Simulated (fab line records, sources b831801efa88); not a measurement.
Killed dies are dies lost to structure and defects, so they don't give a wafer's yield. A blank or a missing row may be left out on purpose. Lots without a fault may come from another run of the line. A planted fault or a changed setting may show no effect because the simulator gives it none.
Which tool did it? | flow sky130 | 10 lots, 30 wafers sampled, at 3 steps of a route of 708

WHAT THE GAUGES READ, wafer by wafer
SKY_VIA3_RS_MEAS_22: measures by four-point-probe.
lot  | measured     | on            | VIA3_W_RS (ohm/sq)
L849 | day 40 04:46 | film_metro-04 | 0.2927 0.2932 0.2930
L850 | day 40 14:05 | film_metro-01 | 0.2940 0.2897 0.2909
L852 | day 41 04:58 | film_metro-01 | 0.2901 0.2930 0.2915
L858 | day 43 01:19 | film_metro-04 | 0.2927 0.2938 0.2925
L861 | day 44 11:56 | film_metro-04 | 0.2922 0.2944 0.2967
L863 | day 44 13:01 | film_metro-03 | 0.2865 0.2927 0.2886
L865 | day 44 14:47 | film_metro-04 | 0.2981 0.2994 0.2946
L866 | day 44 18:01 | film_metro-01 | 0.2900 0.2891 0.2881
L868 | day 45 13:35 | film_metro-04 | 0.2930 0.2892 0.2924
L870 | day 45 21:59 | film_metro-01 | 0.2908 0.2941 0.2955

SKY_CAP2M_RS_MEAS_03: measures by four-point-probe.
lot  | measured     | on            | CAP2M_TIN_RS (ohm/sq)
L849 | day 40 05:38 | film_metro-02 | 6.87 6.76 6.81
L850 | day 40 15:13 | film_metro-03 | 6.97 6.92 6.90
L852 | day 41 05:47 | film_metro-01 | 6.88 6.78 6.84
L858 | day 43 02:08 | film_metro-02 | 6.98 6.92 7.05
L861 | day 44 12:45 | film_metro-02 | 6.93 6.98 6.97
L863 | day 44 13:50 | film_metro-03 | 6.79 6.80 6.85
L865 | day 44 15:40 | film_metro-01 | 6.88 6.91 6.92
L866 | day 44 18:50 | film_metro-02 | 6.90 6.89 6.93
L868 | day 45 14:25 | film_metro-03 | 6.93 6.94 6.89
L870 | day 45 23:30 | film_metro-01 | 6.71 6.78 6.72

WHICH TOOL RAN EACH LOT (tool, then ch and the chambers of the sampled wafers, then the start)
lot  | SKY_METAL4_SPUTTER_04
L849 | pvd_sputter-03, day 40 05:23
L850 | pvd_sputter-03, day 40 14:58
L852 | pvd_sputter-01, day 41 05:29
L858 | pvd_sputter-03, day 43 01:52
L861 | pvd_sputter-03, day 44 12:31
L863 | pvd_sputter-04, day 44 13:36
L865 | pvd_sputter-03, day 44 15:26
L866 | pvd_sputter-04, day 44 18:35
L868 | pvd_sputter-04, day 45 14:11
L870 | pvd_sputter-04, day 45 23:14
- SKY_METAL4_SPUTTER_04: material TiN, target thk 70 nm, time 58.3 s.

WHAT THE TOOLS THEMSELVES READ (means of the sampled wafers that have a number; where no wafer has one, the mark that the record gives instead)
SKY_METAL4_SPUTTER_04.
lot  | tool           | throttle_valve_pct (%)
L849 | pvd_sputter-03 | 30.5
L850 | pvd_sputter-03 | 30.4
L852 | pvd_sputter-01 | 29.9
L858 | pvd_sputter-03 | 30.3
L861 | pvd_sputter-03 | 30.5
L863 | pvd_sputter-04 | 30.8
L865 | pvd_sputter-03 | 30.2
L866 | pvd_sputter-04 | 29.1
L868 | pvd_sputter-04 | 30.0
L870 | pvd_sputter-04 | 29.2

THE ANSWER, worked out from the rows above alone
Rule: what is usual is taken from the lots themselves. Put in order of their means at a reading, lots are off if they are a third of the lots or fewer, leave a main group of 4 or more, and stand apart from it by a gap of 3 or more times the standard deviation of the main group's means; of several such gaps the widest counts. A main group whose means are all the same, to the digits that the tables above print for the reading, isn't used. A lot without any number at a reading at which 4 lots or more have one is off too. The other lots that the step has rows for count as sound. The gauges are gone through in route order, then the tools' own readings, and for those a lot's mean is taken as printed above. The first step at which some lot is off is used, and at that step the reading that is off furthest; a lot without a number counts as furthest.
No lot is off at any reading shown: from this, nothing can be told.

WHAT THE SIMULATOR HAD PUT IN
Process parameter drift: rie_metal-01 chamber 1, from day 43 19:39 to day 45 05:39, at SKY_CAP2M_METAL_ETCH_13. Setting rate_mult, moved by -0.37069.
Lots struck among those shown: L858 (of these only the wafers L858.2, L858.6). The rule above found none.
